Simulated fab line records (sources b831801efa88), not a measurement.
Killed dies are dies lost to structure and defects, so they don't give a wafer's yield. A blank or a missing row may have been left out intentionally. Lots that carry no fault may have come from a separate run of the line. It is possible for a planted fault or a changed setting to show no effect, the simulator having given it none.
Which of the tools did it? | flow gf180mcu | Sampling: 6 lots, 18 wafers, 5 of 602 route steps

## WHAT THE GAUGES SHOWED, per wafer
GF_V5_BOW_MEAS_05.
lot  | measured     | on            | V5_BOW (um)
L811 | day 26 18:29 | film-metro-02 | 133 125 136
L813 | day 27 07:44 | film-metro-04 | 142 140 144
L815 | day 27 23:21 | film-metro-03 | 139 128 124
L817 | day 28 15:35 | film-metro-03 | 140 139 136
L827 | day 31 15:52 | film-metro-03 | 118 127 131 - - -
L830 | day 32 06:26 | film-metro-03 | 121 131 115

## WHICH TOOL RAN EACH LOT (tool, then ch and the chambers of the sampled wafers, then the start)
lot  | GF_MIM_SPUTTER_00            | GF_MIM_SPUTTER_02            | GF_MIM_SPUTTER_03            | GF_V5_CMP_04
L811 | pvd-sputter-01, day 24 21:31 | pvd-sputter-01, day 24 21:39 | pvd-sputter-01, day 24 21:41 | cmp-02 ch 0,1, day 26 18:14
L813 | pvd-sputter-01, day 25 12:53 | pvd-sputter-01, day 25 13:01 | pvd-sputter-01, day 25 13:02 | cmp-02 ch 0,1,3, day 27 07:26
L815 | pvd-sputter-04, day 26 05:02 | pvd-sputter-04, day 26 05:10 | pvd-sputter-04, day 26 05:12 | cmp-01 ch 0,1,2, day 27 23:08
L817 | pvd-sputter-01, day 26 21:22 | pvd-sputter-01, day 26 21:30 | pvd-sputter-01, day 26 21:32 | cmp-01 ch 1,2, day 28 15:17
L827 | pvd-sputter-01, day 30 01:10 | pvd-sputter-01, day 30 01:18 | pvd-sputter-01, day 30 01:20 | cmp-01 ch 0,3, day 31 15:35
L830 | pvd-sputter-04, day 30 18:23 | pvd-sputter-04, day 30 18:31 | pvd-sputter-04, day 30 18:32 | cmp-02 ch 1,2, day 32 06:07
- GF_MIM_SPUTTER_00: material Ti, target thk 37.5 nm, time 150 s.
- GF_MIM_SPUTTER_02: material AlCu, target thk 450 nm, time 23.9 s.
- GF_MIM_SPUTTER_03: material Ti, target thk 10 nm, time 6.7 s.
- GF_V5_CMP_04: polishes SiO2.

## THE ANSWER, worked out from the rows above alone
Rule: usual is defined by the lots themselves. Put in order of their means at a reading, lots are off if they are a third of the lots or fewer, leave a main group of 4 or more, and stand apart from it by a gap of 3 or more times the standard deviation of the main group's means; of several such gaps the widest counts. If all means in a main group match to the digits the tables above print for the reading, that group is not used. Also off: a lot with no number at a reading for which 4 or more lots have one. Any other lot the step has rows for is counted as sound.
Across all readings shown, no lot is off: no conclusion can be drawn from this.

## WHAT THE SIMULATOR PUT IN
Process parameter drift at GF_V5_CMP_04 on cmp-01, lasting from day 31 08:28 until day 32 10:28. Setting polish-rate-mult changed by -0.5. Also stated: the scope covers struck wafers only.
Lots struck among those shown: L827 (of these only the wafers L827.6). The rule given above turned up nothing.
